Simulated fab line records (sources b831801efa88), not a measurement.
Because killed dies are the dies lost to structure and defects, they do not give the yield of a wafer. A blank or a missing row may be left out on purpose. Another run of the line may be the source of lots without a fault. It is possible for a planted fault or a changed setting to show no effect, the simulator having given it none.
Which tool is to blame? / flow gf180mcu / 72 wafers from 24 lots sampled at 5 of the route's 602 steps

== WHAT THE GAUGES SHOWED, per wafer ==
GF_PSD_OVL_MEAS_08.
lot=L074; measured=day 14 04:07; on=overlay-01; PSD_OVL (nm)=2.8 2.2 3.0
lot=L075; measured=day 14 10:22; on=overlay-02; PSD_OVL (nm)=2.4 4.6 6.2
lot=L076; measured=day 14 19:09; on=overlay-02; PSD_OVL (nm)=3.1 3.5 4.0
lot=L077; measured=day 15 06:59; on=overlay-02; PSD_OVL (nm)=0.9 0.9 2.3
lot=L078; measured=day 15 17:17; on=overlay-02; PSD_OVL (nm)=3.6 3.9 3.6
lot=L079; measured=day 15 23:34; on=overlay-02; PSD_OVL (nm)=1.2 1.7 0.4
lot=L080; measured=day 16 08:26; on=overlay-01; PSD_OVL (nm)=0.1 2.9 0.1
lot=L081; measured=day 16 22:04; on=overlay-01; PSD_OVL (nm)=0.4 0.2 1.1
lot=L082; measured=day 17 01:56; on=overlay-02; PSD_OVL (nm)=0.2 2.7 3.0
lot=L083; measured=day 17 06:37; on=overlay-01; PSD_OVL (nm)=0.7 -1.0 0.4
lot=L084; measured=day 17 16:19; on=overlay-02; PSD_OVL (nm)=3.0 0.9 3.4
lot=L085; measured=day 18 03:41; on=overlay-01; PSD_OVL (nm)=1.9 2.2 1.6
lot=L086; measured=day 18 09:37; on=overlay-01; PSD_OVL (nm)=-0.4 -0.7 -1.6
lot=L087; measured=day 18 16:49; on=overlay-01; PSD_OVL (nm)=2.1 2.9 3.4
lot=L088; measured=day 19 00:28; on=overlay-01; PSD_OVL (nm)=-0.7 1.4 0.4
lot=L089; measured=day 19 16:25; on=overlay-01; PSD_OVL (nm)=4.2 2.9 2.0
lot=L090; measured=day 19 20:11; on=overlay-02; PSD_OVL (nm)=1.1 0.7 1.5
lot=L091; measured=day 20 06:38; on=overlay-01; PSD_OVL (nm)=3.5 3.3 2.2
lot=L092; measured=day 20 16:31; on=overlay-01; PSD_OVL (nm)=3.5 3.1 3.4
lot=L093; measured=day 20 20:14; on=overlay-01; PSD_OVL (nm)=2.1 3.9 3.1
lot=L094; measured=day 21 07:35; on=overlay-01; PSD_OVL (nm)=2.0 2.5 1.8
lot=L095; measured=day 21 17:41; on=overlay-01; PSD_OVL (nm)=1.4 1.4 3.2
lot=L096; measured=day 21 23:43; on=overlay-01; PSD_OVL (nm)=2.8 2.7 1.4
lot=L097; measured=day 22 09:51; on=overlay-02; PSD_OVL (nm)=2.4 2.9 1.4

GF_V1_RS_MEAS_24: the measuring method here is four-point-probe.
lot=L074; measured=day 18 02:33; on=filmMetro-01; V1_W_RS (ohm/sq)=0.329 0.328 0.328
lot=L075; measured=day 18 08:43; on=filmMetro-03; V1_W_RS (ohm/sq)=0.327 0.331 0.333
lot=L076; measured=day 18 21:20; on=filmMetro-04; V1_W_RS (ohm/sq)=0.321 0.329 0.323
lot=L077; measured=day 19 09:04; on=filmMetro-01; V1_W_RS (ohm/sq)=0.322 0.321 0.329
lot=L078; measured=day 19 22:49; on=filmMetro-03; V1_W_RS (ohm/sq)=0.326 0.319 0.322
lot=L079; measured=day 20 02:59; on=filmMetro-03; V1_W_RS (ohm/sq)=0.329 0.331 0.332
lot=L080; measured=day 20 13:40; on=filmMetro-01; V1_W_RS (ohm/sq)=0.325 0.325 0.326
lot=L081; measured=day 21 03:35; on=filmMetro-04; V1_W_RS (ohm/sq)=0.325 0.329 0.327
lot=L082; measured=day 21 06:13; on=filmMetro-04; V1_W_RS (ohm/sq)=0.325 0.325 0.331
lot=L083; measured=day 21 11:58; on=filmMetro-01; V1_W_RS (ohm/sq)=0.327 0.333 0.328
lot=L084; measured=day 21 21:04; on=filmMetro-04; V1_W_RS (ohm/sq)=0.327 0.325 0.324
lot=L085; measured=day 22 09:46; on=filmMetro-03; V1_W_RS (ohm/sq)=0.328 0.326 0.329
lot=L086; measured=day 22 16:01; on=filmMetro-03; V1_W_RS (ohm/sq)=0.334 0.326 0.327
lot=L087; measured=day 22 23:55; on=filmMetro-03; V1_W_RS (ohm/sq)=0.329 0.322 0.329
lot=L088; measured=day 23 06:31; on=filmMetro-03; V1_W_RS (ohm/sq)=0.324 0.325 0.325
lot=L089; measured=day 23 20:59; on=filmMetro-03; V1_W_RS (ohm/sq)=0.330 0.330 0.330
lot=L090; measured=day 24 01:25; on=filmMetro-03; V1_W_RS (ohm/sq)=0.322 0.325 0.325
lot=L091; measured=day 24 10:18; on=filmMetro-01; V1_W_RS (ohm/sq)=0.323 0.324 0.323
lot=L092; measured=day 24 18:05; on=filmMetro-04; V1_W_RS (ohm/sq)=0.327 0.319 0.322
lot=L093; measured=day 24 22:08; on=filmMetro-01; V1_W_RS (ohm/sq)=0.325 0.324 0.323
lot=L094; measured=day 25 09:40; on=filmMetro-01; V1_W_RS (ohm/sq)=0.328 0.329 0.326
lot=L095; measured=day 25 18:57; on=filmMetro-01; V1_W_RS (ohm/sq)=0.337 0.335 0.332
lot=L096; measured=day 26 01:19; on=filmMetro-01; V1_W_RS (ohm/sq)=0.329 0.328 0.330
lot=L097; measured=day 26 10:04; on=filmMetro-04; V1_W_RS (ohm/sq)=0.326 0.321 0.320

GF_M2_OVL_MEAS_15.
lot=L074; measured=day 19 03:10; on=overlay-01; M2_OVL (nm)=-1 5 14
lot=L075; measured=day 19 09:49; on=overlay-02; M2_OVL (nm)=-2 -12 -4
lot=L076; measured=day 19 22:49; on=overlay-02; M2_OVL (nm)=-4 -6 -9
lot=L077; measured=day 20 09:59; on=overlay-01; M2_OVL (nm)=4 11 -1
lot=L078; measured=day 20 23:26; on=overlay-01; M2_OVL (nm)=2 9 -2
lot=L079; measured=day 21 03:08; on=overlay-01; M2_OVL (nm)=8 9 8
lot=L080; measured=day 21 14:26; on=overlay-02; M2_OVL (nm)=-3 4 1
lot=L081; measured=day 22 03:27; on=overlay-01; M2_OVL (nm)=7 1 9
lot=L082; measured=day 22 06:23; on=overlay-02; M2_OVL (nm)=-3 -1 4
lot=L083; measured=day 22 11:37; on=overlay-01; M2_OVL (nm)=-8 8 6
lot=L084; measured=day 22 20:29; on=overlay-02; M2_OVL (nm)=7 16 10
lot=L085; measured=day 23 09:31; on=overlay-02; M2_OVL (nm)=0 -2 -5
lot=L086; measured=day 23 15:58; on=overlay-01; M2_OVL (nm)=0 5 -3
lot=L087; measured=day 23 23:43; on=overlay-01; M2_OVL (nm)=3 -3 0
lot=L088; measured=day 24 06:10; on=overlay-01; M2_OVL (nm)=7 3 10
lot=L089; measured=day 24 20:00; on=overlay-02; M2_OVL (nm)=1 7 -1
lot=L090; measured=day 25 00:26; on=overlay-02; M2_OVL (nm)=10 11 9
lot=L091; measured=day 25 08:29; on=overlay-01; M2_OVL (nm)=3 6 6
lot=L092; measured=day 25 16:37; on=overlay-02; M2_OVL (nm)=2 3 3
lot=L093; measured=day 25 20:56; on=overlay-01; M2_OVL (nm)=-6 7 2
lot=L094; measured=day 26 07:40; on=overlay-02; M2_OVL (nm)=-12 -6 -7
lot=L095; measured=day 26 16:43; on=overlay-01; M2_OVL (nm)=-1 -4 -6
lot=L096; measured=day 26 22:29; on=overlay-01; M2_OVL (nm)=4 12 2
lot=L097; measured=day 27 07:43; on=overlay-02; M2_OVL (nm)=1 3 6

GF_V3_BOW_MEAS_05.
lot=L074; measured=day 21 08:37; on=filmMetro-03; V3_BOW (um)=104 116 114
lot=L075; measured=day 21 14:01; on=filmMetro-03; V3_BOW (um)=111 106 107
lot=L076; measured=day 22 02:47; on=filmMetro-01; V3_BOW (um)=110 102 110
lot=L077; measured=day 22 13:46; on=filmMetro-04; V3_BOW (um)=112 117 103
lot=L078; measured=day 23 03:28; on=filmMetro-04; V3_BOW (um)=115 110 115
lot=L079; measured=day 23 06:35; on=filmMetro-01; V3_BOW (um)=107 107 120
lot=L080; measured=day 23 17:46; on=filmMetro-03; V3_BOW (um)=132 121 124
lot=L081; measured=day 24 05:54; on=filmMetro-03; V3_BOW (um)=118 114 123
lot=L082; measured=day 24 09:30; on=filmMetro-01; V3_BOW (um)=111 108 110
lot=L083; measured=day 24 14:30; on=filmMetro-04; V3_BOW (um)=125 117 117
lot=L084; measured=day 24 22:22; on=filmMetro-04; V3_BOW (um)=131 115 105
lot=L085; measured=day 25 10:55; on=filmMetro-04; V3_BOW (um)=126 125 134
lot=L086; measured=day 25 16:14; on=filmMetro-04; V3_BOW (um)=113 126 126
lot=L087; measured=day 26 00:19; on=filmMetro-01; V3_BOW (um)=125 121 120
lot=L088; measured=day 26 07:13; on=filmMetro-01; V3_BOW (um)=121 127 118
lot=L089; measured=day 26 18:37; on=filmMetro-01; V3_BOW (um)=125 130 117
lot=L090; measured=day 26 23:42; on=filmMetro-04; V3_BOW (um)=110 107 127
lot=L091; measured=day 27 07:14; on=filmMetro-04; V3_BOW (um)=131 126 125
lot=L092; measured=day 27 14:12; on=filmMetro-01; V3_BOW (um)=115 121 105
lot=L093; measured=day 27 18:26; on=filmMetro-01; V3_BOW (um)=114 117 117
lot=L094; measured=day 28 05:12; on=filmMetro-03; V3_BOW (um)=117 118 111
lot=L095; measured=day 28 12:33; on=filmMetro-01; V3_BOW (um)=128 121 114
lot=L096; measured=day 28 19:17; on=filmMetro-01; V3_BOW (um)=118 117 120
lot=L097; measured=day 29 03:49; on=filmMetro-04; V3_BOW (um)=111 122 120

== WHICH TOOL RAN EACH LOT (tool, then ch and the chambers of the sampled wafers, then the start) ==
lot=L074; GF_M3_SPUTTER_01=pvdSputter-03, day 20 06:29
lot=L075; GF_M3_SPUTTER_01=pvdSputter-03, day 20 13:05
lot=L076; GF_M3_SPUTTER_01=pvdSputter-01, day 21 01:47
lot=L077; GF_M3_SPUTTER_01=pvdSputter-03, day 21 12:58
lot=L078; GF_M3_SPUTTER_01=pvdSputter-03, day 22 01:35
lot=L079; GF_M3_SPUTTER_01=pvdSputter-01, day 22 05:49
lot=L080; GF_M3_SPUTTER_01=pvdSputter-01, day 22 16:45
lot=L081; GF_M3_SPUTTER_01=pvdSputter-02, day 23 05:51
lot=L082; GF_M3_SPUTTER_01=pvdSputter-01, day 23 08:59
lot=L083; GF_M3_SPUTTER_01=pvdSputter-03, day 23 14:02
lot=L084; GF_M3_SPUTTER_01=pvdSputter-03, day 23 22:34
lot=L085; GF_M3_SPUTTER_01=pvdSputter-02, day 24 11:17
lot=L086; GF_M3_SPUTTER_01=pvdSputter-02, day 24 17:04
lot=L087; GF_M3_SPUTTER_01=pvdSputter-01, day 25 01:20
lot=L088; GF_M3_SPUTTER_01=pvdSputter-02, day 25 08:10
lot=L089; GF_M3_SPUTTER_01=pvdSputter-02, day 25 20:27
lot=L090; GF_M3_SPUTTER_01=pvdSputter-03, day 26 01:01
lot=L091; GF_M3_SPUTTER_01=pvdSputter-01, day 26 08:58
lot=L092; GF_M3_SPUTTER_01=pvdSputter-01, day 26 16:29
lot=L093; GF_M3_SPUTTER_01=pvdSputter-02, day 26 20:49
lot=L094; GF_M3_SPUTTER_01=pvdSputter-03, day 27 07:19
lot=L095; GF_M3_SPUTTER_01=pvdSputter-01, day 27 15:23
lot=L096; GF_M3_SPUTTER_01=pvdSputter-02, day 27 21:53
lot=L097; GF_M3_SPUTTER_01=pvdSputter-01, day 28 06:36
- GF_M3_SPUTTER_01: material TiN, target thk 30 nm, time 25 s.

== WHAT THE TOOLS THEMSELVES READ (means of the sampled wafers that have a number; where no wafer has one, the mark that the record gives instead) ==
GF_M3_SPUTTER_01.
lot=L074; tool=pvdSputter-03; throttleValvePct (%)=30.8
lot=L075; tool=pvdSputter-03; throttleValvePct (%)=30.2
lot=L076; tool=pvdSputter-01; throttleValvePct (%)=29.7
lot=L077; tool=pvdSputter-03; throttleValvePct (%)=30.0
lot=L078; tool=pvdSputter-03; throttleValvePct (%)=30.0
lot=L079; tool=pvdSputter-01; throttleValvePct (%)=28.8
lot=L080; tool=pvdSputter-01; throttleValvePct (%)=28.8
lot=L081; tool=pvdSputter-02; throttleValvePct (%)=30.6
lot=L082; tool=pvdSputter-01; throttleValvePct (%)=29.9
lot=L083; tool=pvdSputter-03; throttleValvePct (%)=30.2
lot=L084; tool=pvdSputter-03; throttleValvePct (%)=30.6
lot=L085; tool=pvdSputter-02; throttleValvePct (%)=31.1
lot=L086; tool=pvdSputter-02; throttleValvePct (%)=30.2
lot=L087; tool=pvdSputter-01; throttleValvePct (%)=30.1
lot=L088; tool=pvdSputter-02; throttleValvePct (%)=30.4
lot=L089; tool=pvdSputter-02; throttleValvePct (%)=30.5
lot=L090; tool=pvdSputter-03; throttleValvePct (%)=30.7
lot=L091; tool=pvdSputter-01; throttleValvePct (%)=29.5
lot=L092; tool=pvdSputter-01; throttleValvePct (%)=30.1
lot=L093; tool=pvdSputter-02; throttleValvePct (%)=30.5
lot=L094; tool=pvdSputter-03; throttleValvePct (%)=30.6
lot=L095; tool=pvdSputter-01; throttleValvePct (%)=30.9
lot=L096; tool=pvdSputter-02; throttleValvePct (%)=31.2
lot=L097; tool=pvdSputter-01; throttleValvePct (%)=28.7

== THE ANSWER, worked out from the rows above alone ==
Rule: what is usual is taken from the lots themselves. The widest of any qualifying gaps counts: lots, ordered by their means at a reading, are off when they make up no more than a third of the lots, leave a main group of 4 or more, and stand apart from it by 3 or more times the standard deviation of that group's means. A main group is skipped when, at the precision printed for the reading in the tables above, its means are all equal. A lot without any number at a reading at which 4 lots or more have one is off too. All remaining lots with rows at the step are treated as sound. After the gauges, taken in route order, come the tools' own readings; for these a lot's mean is taken, as printed above. At the first step where some lot is off, the reading lying furthest off is the one used; lots without a number count as furthest.
No lot is off on any of the readings shown, so nothing can be concluded from this.

== WHAT THE SIMULATOR PUT IN ==
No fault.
